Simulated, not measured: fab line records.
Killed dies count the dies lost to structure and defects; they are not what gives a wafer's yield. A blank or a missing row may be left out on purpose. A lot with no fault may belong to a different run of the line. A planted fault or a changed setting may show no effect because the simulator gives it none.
The tool behind it: which one?    flow gf180mcu    24 lots, 72 wafers sampled, at 6 steps of a route of 602

== WHAT THE GAUGES SHOWED, per wafer ==
GF_PSD_TW_MEAS_11.
lot   measured      on            PSD_TW
L074  day 14 06:03  filmMetro-04  3202 3220 3209
L075  day 14 12:44  filmMetro-02  3167 3166 3170
L076  day 14 21:23  filmMetro-04  3226 3228 3219
L077  day 15 00:48  filmMetro-02  3151 3162 3160
L078  day 15 10:19  filmMetro-02  3163 3168 3142
L079  day 15 17:19  filmMetro-02  3169 3178 3154
L080  day 16 00:06  filmMetro-03  3132 3136 3153
L081  day 16 13:14  filmMetro-02  3164 3154 3141
L082  day 16 20:34  filmMetro-04  3211 3196 3197
L083  day 17 04:59  filmMetro-03  3137 3136 3131
L084  day 17 13:36  filmMetro-03  3144 3146 3128
L085  day 18 00:50  filmMetro-02  3168 3192 3171
L086  day 18 07:02  filmMetro-02  3170 3163 3161
L087  day 18 11:11  filmMetro-04  3234 3227 3218
L088  day 19 05:20  filmMetro-02  3149 3149 3147
L089  day 19 19:04  filmMetro-02  3167 3150 3147
L090  day 19 22:25  filmMetro-02  3162 3140 3153
L091  day 20 17:14  filmMetro-02  3146 3153 3166
L092  day 20 22:40  filmMetro-03  3136 3131 3133
L093  day 21 10:32  filmMetro-04  3214 3201 3207
L095  day 21 13:17  filmMetro-03  3121 3129 3130
L094  day 21 13:52  filmMetro-02  3167 3153 3180
L096  day 21 22:52  filmMetro-04  3211 3209 3195
L097  day 22 09:10  filmMetro-02  3184 3163 3158

GF_V2_CD_MEAS_14 targets a cd of 260 nm.
lot   measured      on        cdNm (nm)
L074  day 20 08:05  cdSem-01  260.6 260.4 259.7
L075  day 20 15:01  cdSem-02  259.7 261.2 261.1
L076  day 21 00:44  cdSem-02  260.6 261.0 260.6
L077  day 21 04:15  cdSem-01  258.0 258.5 259.0
L078  day 21 13:22  cdSem-02  262.4 261.0 262.2
L079  day 22 00:48  cdSem-01  259.2 259.0 258.2
L080  day 22 06:42  cdSem-02  260.4 259.7 260.0
L081  day 22 18:16  cdSem-02  259.8 260.1 259.1
L082  day 23 02:03  cdSem-01  261.3 261.4 261.2
L083  day 23 10:52  cdSem-01  260.5 260.6 260.8
L084  day 23 18:05  cdSem-02  258.8 258.5 259.7
L085  day 24 04:27  cdSem-01  259.2 259.1 258.4
L086  day 24 11:53  cdSem-02  260.5 260.2 260.0
L087  day 24 16:06  cdSem-02  260.9 259.6 261.3
L088  day 25 08:34  cdSem-01  259.1 258.2 258.5
L089  day 25 19:23  cdSem-02  260.1 261.4 260.5
L090  day 26 00:00  cdSem-02  259.5 260.1 258.9
L091  day 26 15:01  cdSem-02  260.0 259.0 260.2
L092  day 26 21:37  cdSem-02  259.8 259.4 260.8
L093  day 27 06:06  cdSem-02  261.5 260.7 261.7
L095  day 27 08:51  cdSem-02  260.5 259.8 260.9
L094  day 27 09:13  cdSem-01  261.5 261.7 261.6
L096  day 27 19:05  cdSem-02  259.5 257.2 259.7
L097  day 28 02:34  cdSem-02  260.3 259.5 260.6

GF_M3_OVL_MEAS_15.
lot   measured      on          M3_OVL (nm)
L074  day 21 09:58  overlay-01  -1 -2 -6
L075  day 21 16:38  overlay-01  -2 -1 -1
L076  day 22 02:00  overlay-02  -6 -9 -7
L077  day 22 05:53  overlay-02  -10 -18 -19
L078  day 22 14:09  overlay-01  -4 2 -8
L079  day 23 01:28  overlay-01  1 -6 -6
L080  day 23 07:10  overlay-01  -6 -5 0
L081  day 23 19:06  overlay-01  -7 -9 -9
L082  day 24 02:16  overlay-01  -11 -1 -6
L083  day 24 10:06  overlay-01  -3 -1 1
L084  day 24 18:07  overlay-01  -16 -17 -17
L085  day 25 04:27  overlay-01  9 6 4
L086  day 25 11:36  overlay-01  7 9 4
L087  day 25 15:56  overlay-01  -5 -6 -6
L088  day 26 07:47  overlay-02  -11 -7 -8
L089  day 26 18:24  overlay-02  -10 -11 -10
L090  day 26 22:57  overlay-01  -6 -5 2
L091  day 27 13:32  overlay-01  -10 0 -3
L092  day 27 19:52  overlay-02  -8 -9 -4
L093  day 28 03:39  overlay-02  1 3 -9
L095  day 28 07:03  overlay-02  -4 -11 -15
L094  day 28 07:12  overlay-01  0 -6 2
L096  day 28 17:03  overlay-01  1 -1 -1
L097  day 28 23:43  overlay-01  -10 2 -7

== EACH LOT AND THE TOOL THAT RAN IT (in order: tool; ch and the chambers of the sampled wafers; start) ==
lot   GF_SALICIDE_RTA_06               GF_M1_METAL_ETCH_16               GF_V2_CVD_23
L074  rtpAnneal-02 ch 0, day 15 04:24  rieMetal-01 ch 0,1, day 17 03:32  cvdW-02 ch 0,1, day 20 09:01
L075  rtpAnneal-02 ch 0, day 15 11:25  rieMetal-03 ch 0,1, day 17 10:29  cvdW-01 ch 0, day 20 15:58
L076  rtpAnneal-01 ch 0, day 15 19:49  rieMetal-01 ch 0, day 17 19:53    cvdW-01 ch 0,1, day 21 01:39
L077  rtpAnneal-01 ch 0, day 15 23:01  rieMetal-03 ch 0,1, day 17 22:26  cvdW-01 ch 0,1, day 21 05:09
L078  rtpAnneal-01 ch 0, day 16 09:17  rieMetal-01 ch 0,1, day 18 08:46  cvdW-02 ch 0,1, day 21 14:17
L079  rtpAnneal-01 ch 0, day 16 17:20  rieMetal-03 ch 0,1, day 18 19:02  cvdW-02 ch 0,1, day 22 01:43
L080  rtpAnneal-01 ch 0, day 17 00:37  rieMetal-03 ch 0,1, day 19 02:16  cvdW-01 ch 0,1, day 22 07:38
L081  rtpAnneal-01 ch 0, day 17 13:26  rieMetal-03 ch 0, day 19 15:13    cvdW-01 ch 0,1, day 22 19:11
L082  rtpAnneal-01 ch 0, day 17 20:08  rieMetal-03 ch 0, day 19 22:29    cvdW-01 ch 0,1, day 23 02:57
L083  rtpAnneal-02 ch 0, day 18 04:53  rieMetal-01 ch 1, day 20 08:01    cvdW-02 ch 0,1, day 23 11:47
L084  rtpAnneal-01 ch 0, day 18 14:08  rieMetal-04 ch 0,1, day 20 16:56  cvdW-02 ch 0,1, day 23 19:04
L085  rtpAnneal-02 ch 0, day 19 01:52  rieMetal-04 ch 0,1, day 21 04:44  cvdW-01 ch 0,1, day 24 05:24
L086  rtpAnneal-01 ch 0, day 19 08:30  rieMetal-01 ch 0, day 21 10:53    cvdW-01 ch 0,1, day 24 12:48
L087  rtpAnneal-01 ch 0, day 19 12:23  rieMetal-03 ch 0,1, day 21 16:11  cvdW-02 ch 0,1, day 24 17:01
L088  rtpAnneal-02 ch 0, day 20 06:55  rieMetal-01 ch 0,1, day 22 08:34  cvdW-02 ch 1, day 25 09:31
L089  rtpAnneal-02 ch 0, day 20 19:43  rieMetal-04 ch 0,1, day 22 20:29  cvdW-02 ch 0,1, day 25 20:20
L090  rtpAnneal-01 ch 0, day 20 23:27  rieMetal-04 ch 0,1, day 23 00:53  cvdW-02 ch 0,1, day 26 00:55
L091  rtpAnneal-02 ch 0, day 21 17:32  rieMetal-01 ch 0,1, day 23 17:26  cvdW-01 ch 0,1, day 26 15:56
L092  rtpAnneal-02 ch 0, day 21 22:55  rieMetal-03 ch 0,1, day 23 22:50  cvdW-01 ch 0,1, day 26 22:31
L093  rtpAnneal-02 ch 0, day 22 11:02  rieMetal-01 ch 0,1, day 24 09:47  cvdW-01 ch 0,1, day 27 07:03
L095  rtpAnneal-01 ch 0, day 22 12:58  rieMetal-03 ch 0, day 24 12:23    cvdW-01 ch 0,1, day 27 09:46
L094  rtpAnneal-01 ch 0, day 22 13:53  rieMetal-01 ch 0, day 24 13:01    cvdW-02 ch 0,1, day 27 10:10
L096  rtpAnneal-01 ch 0, day 22 23:13  rieMetal-04 ch 0,1, day 24 22:28  cvdW-01 ch 0,1, day 27 20:01
L097  rtpAnneal-01 ch 0, day 23 08:59  rieMetal-04 ch 0,1, day 25 07:50  cvdW-01 ch 0,1, day 28 03:28
- GF_SALICIDE_RTA_06: time 30 s.
- GF_M1_METAL_ETCH_16: etches the open film in Cl2/BCl3, stops on SiO2, target depth 750.8 nm, time 125.1 s.
- GF_V2_CVD_23: deposits W, target thk 350 nm, time 104.94 s.

== AS READ BY THE TOOLS THEMSELVES (means over the sampled wafers that have a number; for cases with no such wafer, the mark the record gives instead) ==
GF_SALICIDE_RTA_06.
lot   tool          lampPowerPct (%)  wafer_temp_C_max
L074  rtpAnneal-02  5.85              533.7
L075  rtpAnneal-02  5.86              533.7
L076  rtpAnneal-01  6.18              532.6
L077  rtpAnneal-01  6.16              533.4
L078  rtpAnneal-01  6.16              533.1
L079  rtpAnneal-01  6.17              532.9
L080  rtpAnneal-01  6.17              533.0
L081  rtpAnneal-01  6.17              532.9
L082  rtpAnneal-01  6.17              532.6
L083  rtpAnneal-02  5.86              534.4
L084  rtpAnneal-01  6.17              532.4
L085  rtpAnneal-02  5.86              533.6
L086  rtpAnneal-01  6.16              532.6
L087  rtpAnneal-01  6.17              532.6
L088  rtpAnneal-02  5.85              533.6
L089  rtpAnneal-02  5.86              533.6
L090  rtpAnneal-01  6.17              532.7
L091  rtpAnneal-02  5.86              533.3
L092  rtpAnneal-02  5.86              533.2
L093  rtpAnneal-02  5.86              534.0
L095  rtpAnneal-01  6.17              532.6
L094  rtpAnneal-01  6.17              532.5
L096  rtpAnneal-01  6.18              532.5
L097  rtpAnneal-01  6.17              532.3

GF_M1_METAL_ETCH_16.
lot   tool         bcl3FlowSccm (sccm)  drypumpMotorCurrentA (A)  oesProductAu (a.u.)  throttleValvePct (%)
L074  rieMetal-01  40.11                5.8                       0.995                28.228
L075  rieMetal-03  40.05                5.3                       0.988                28.229
L076  rieMetal-01  39.96                6.0                       0.992                28.225
L077  rieMetal-03  40.08                5.4                       0.989                28.225
L078  rieMetal-01  40.00                5.7                       0.994                28.220
L079  rieMetal-03  39.95                5.2                       0.992                28.224
L080  rieMetal-03  39.96                5.4                       0.989                28.231
L081  rieMetal-03  40.05                5.1                       0.996                28.227
L082  rieMetal-03  40.03                5.1                       0.990                28.233
L083  rieMetal-01  39.83                5.5                       0.989                28.237
L084  rieMetal-04  40.04                5.3                       0.988                28.240
L085  rieMetal-04  39.99                5.3                       0.989                28.228
L086  rieMetal-01  39.96                6.0                       0.987                28.226
L087  rieMetal-03  39.91                5.4                       0.995                28.241
L088  rieMetal-01  39.98                5.9                       0.993                28.218
L089  rieMetal-04  39.89                5.3                       0.987                28.228
L090  rieMetal-04  40.02                5.3                       0.991                28.232
L091  rieMetal-01  39.96                5.8                       0.988                28.219
L092  rieMetal-03  39.98                5.2                       0.994                28.227
L093  rieMetal-01  40.02                5.7                       0.990                28.231
L095  rieMetal-03  40.12                5.1                       0.998                28.217
L094  rieMetal-01  40.03                6.0                       0.988                28.239
L096  rieMetal-04  39.93                5.3                       0.993                28.221
L097  rieMetal-04  39.92                5.3                       0.990                28.226

GF_V2_CVD_23.
lot   tool     chamberPressureTorr (Torr)  heaterPowerW (W)
L074  cvdW-02  39.89                       854
L075  cvdW-01  39.98                       800
L076  cvdW-01  40.03                       919
L077  cvdW-01  39.98                       898
L078  cvdW-02  39.91                       900
L079  cvdW-02  40.14                       851
L080  cvdW-01  39.97                       917
L081  cvdW-01  40.07                       873
L082  cvdW-01  39.94                       869
L083  cvdW-02  40.01                       901
L084  cvdW-02  40.11                       858
L085  cvdW-01  39.88                       862
L086  cvdW-01  40.10                       878
L087  cvdW-02  40.01                       856
L088  cvdW-02  40.10                       823
L089  cvdW-02  39.98                       890
L090  cvdW-02  39.96                       893
L091  cvdW-01  40.01                       871
L092  cvdW-01  40.04                       932
L093  cvdW-01  40.12                       865
L095  cvdW-01  40.05                       917
L094  cvdW-02  39.91                       885
L096  cvdW-01  40.05                       912
L097  cvdW-01  40.02                       870

== THE ANSWER, worked out from the rows above alone ==
Rule: what is usual is taken from the lots themselves. Put in order of their means at a reading, lots are off if they are a third of the lots or fewer, leave a main group of 4 or more, and stand apart from it by a gap of 3 or more times the standard deviation of the main group's means; of several such gaps the widest counts. A main group whose means are all the same, to the digits that the tables above print for the reading, isn't used. A lot without any number at a reading at which 4 lots or more have one is off too. Where the step has rows for the other lots, those lots are counted as sound. After the gauges, taken in route order, come the tools' own readings; for these a lot's mean is taken, as printed above. The first step at which some lot is off is used, and at that step the reading that is off furthest; a lot without a number counts as furthest.
None of the lots is off at any reading shown; this tells nothing.

== WHAT THE SIMULATOR HAD INSERTED ==
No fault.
